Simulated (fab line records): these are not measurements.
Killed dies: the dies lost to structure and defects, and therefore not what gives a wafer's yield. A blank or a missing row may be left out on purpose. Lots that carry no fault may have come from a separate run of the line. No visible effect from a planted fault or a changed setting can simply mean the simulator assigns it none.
Which of the tools did it? -- flow gf180mcu -- Sampling: 15 lots, 45 wafers, 4 of 602 route steps

== WHAT THE GAUGES READ, wafer by wafer ==
GF_CONTACT_OVL_MEAS_15. Usual: CONTACT_OVL gives -1 nm (standard deviation 5).
lot,measured,on,CONTACT_OVL (nm),flag
L849,day 16 03:17,overlay-01,-2 -8 -5,
L850,day 16 10:19,overlay-01,1 0 -4,
L851,day 16 18:50,overlay-01,-5 -8 1,
L853,day 17 16:28,overlay-01,6 2 8,
L854,day 17 23:48,overlay-02,-2 -3 0,
L856,day 18 15:58,overlay-01,-4 0 0,
L858,day 19 11:14,overlay-02,-4 -5 2,
L859,day 20 02:52,overlay-01,4 10 3,
L865,day 22 12:37,overlay-02,-2 -4 -6,
L867,day 23 02:19,overlay-01,-3 -6 -2,
L869,day 23 09:58,overlay-02,0 -9 -10,
L868,day 23 13:59,overlay-01,-6 -3 -1,
L870,day 23 15:40,overlay-01,0 -2 3,
L871,day 24 06:59,overlay-02,-1 -4 -4,
L872,day 24 11:07,overlay-01,8 8 -1,

GF_M2_RS_MEAS_05: a four-point-probe measurement. Usual: M2_ALCU_RS gives 0.0695 ohm/sq (standard deviation 0.0012).
lot,measured,on,M2_ALCU_RS (ohm/sq),flag
L849,day 18 04:10,filmMetro-02,0.0676 0.0701 0.0677,
L850,day 18 12:06,filmMetro-02,0.0708 0.0697 0.0711,
L851,day 18 22:25,filmMetro-03,0.0690 0.0691 0.0689,
L853,day 19 21:52,filmMetro-02,0.0691 0.0688 0.0685,
L854,day 20 04:50,filmMetro-02,0.0704 0.0697 0.0693,
L856,day 20 21:23,filmMetro-03,0.0709 0.0723 0.0701,
L858,day 21 16:46,filmMetro-02,0.0690 0.0697 0.0701,
L859,day 22 07:55,filmMetro-02,0.0708 0.0690 0.0715,
L865,day 24 13:52,filmMetro-04,0.0693 0.0685 0.0690,
L867,day 25 03:28,filmMetro-03,0.0686 0.0694 0.0690,
L869,day 25 11:14,filmMetro-03,0.0682 0.0689 0.0671,
L868,day 25 14:12,filmMetro-02,0.0676 0.0694 0.0680,
L870,day 25 17:11,filmMetro-02,0.0680 0.0683 0.0681,
L871,day 26 07:09,filmMetro-02,0.0698 0.0699 0.0695,
L872,day 26 10:01,filmMetro-02,0.0689 0.0678 0.0682,

GF_V2_CD_MEAS_14: target cd 260 nm. Usual: 260.1 nm for cdNm, sd 1.1.
lot,measured,on,cdNm (nm),flag
L849,day 20 05:56,cdSem-01,260.5 260.7 260.9,
L850,day 20 14:44,cdSem-01,260.4 260.8 260.0,
L851,day 20 23:33,cdSem-01,259.9 260.1 260.7,
L853,day 21 23:42,cdSem-02,260.7 261.3 260.9,
L854,day 22 06:19,cdSem-02,259.5 259.4 261.6,
L856,day 22 22:05,cdSem-01,260.8 260.3 261.4,
L858,day 23 16:52,cdSem-02,259.9 258.9 261.2,
L859,day 24 07:38,cdSem-02,261.1 260.6 259.6,
L865,day 26 10:32,cdSem-01,260.7 261.4 262.3,
L867,day 26 23:42,cdSem-01,261.1 260.4 260.7,
L869,day 27 06:02,cdSem-02,259.4 260.0 261.3,
L868,day 27 10:32,cdSem-01,258.9 259.7 260.4,
L870,day 27 12:10,cdSem-01,261.8 260.6 260.6,
L871,day 28 01:22,cdSem-02,259.3 258.5 259.3,
L872,day 28 03:50,cdSem-02,261.2 261.6 261.8,

== TOOL THAT RAN EACH LOT (tool first, then ch and the chambers of the sampled wafers, then the start) ==
lot,GF_POLY_GATE_DEVELOP_09
L849,"lithoTrack-03 ch 0, day 9 04:44"
L850,"lithoTrack-04 ch 0, day 9 12:30"
L851,"lithoTrack-03 ch 0, day 9 18:08"
L853,"lithoTrack-03 ch 0, day 10 11:02"
L854,"lithoTrack-04 ch 0, day 10 17:02"
L856,"lithoTrack-04 ch 0, day 11 04:44"
L858,"lithoTrack-04 ch 0, day 11 19:17"
L859,"lithoTrack-04 ch 0, day 12 06:23"
L865,"lithoTrack-03 ch 0, day 14 08:35"
L867,"lithoTrack-04 ch 0, day 14 22:29"
L869,"lithoTrack-02 ch 0, day 15 06:12"
L868,"lithoTrack-02 ch 0, day 15 06:36"
L870,"lithoTrack-04 ch 0, day 15 11:31"
L871,"lithoTrack-03 ch 0, day 16 03:35"
L872,"lithoTrack-03 ch 0, day 16 07:11"
- GF_POLY_GATE_DEVELOP_09: develop time 60 s.

== WHAT THE TOOLS THEMSELVES READ (means of the sampled wafers that have a number; where no wafer has one, the mark that the record gives instead) ==
GF_POLY_GATE_DEVELOP_09. Usual: 20.97 C for developerTempC, sd 0.1.
lot,tool,developerTempC (C),flag
L849,lithoTrack-03,20.99,
L850,lithoTrack-04,20.97,
L851,lithoTrack-03,20.92,
L853,lithoTrack-03,21.11,
L854,lithoTrack-04,20.98,
L856,lithoTrack-04,20.20,OFF
L858,lithoTrack-04,19.98,OFF
L859,lithoTrack-04,20.22,OFF
L865,lithoTrack-03,20.96,
L867,lithoTrack-04,20.84,
L869,lithoTrack-02,21.07,
L868,lithoTrack-02,20.95,
L870,lithoTrack-04,20.96,
L871,lithoTrack-03,21.02,
L872,lithoTrack-03,20.90,

== THE ANSWER, worked out from the rows above alone ==
Rule: take the mean of a lot's wafers that have a number; if it is more than 3 standard deviations from the usual mean, the lot is off. A lot without any number at a reading at which 4 lots or more have one is off too. Any other lot the step has rows for is counted as sound. After the gauges, taken in route order, come the tools' own readings; for these a lot's mean is taken, as printed above. The first step at which some lot is off is used, and at that step the reading that is off furthest; a lot without a number counts as furthest.
Off at GF_POLY_GATE_DEVELOP_09 (developerTempC): L856, L858, L859.
If a tool, at that step or one of the process steps before it, ran each lot that is off and ran no sound lot following the first of them, it fits. No candidate that was tried fits.

== WHAT WAS PUT IN BY THE SIMULATOR ==
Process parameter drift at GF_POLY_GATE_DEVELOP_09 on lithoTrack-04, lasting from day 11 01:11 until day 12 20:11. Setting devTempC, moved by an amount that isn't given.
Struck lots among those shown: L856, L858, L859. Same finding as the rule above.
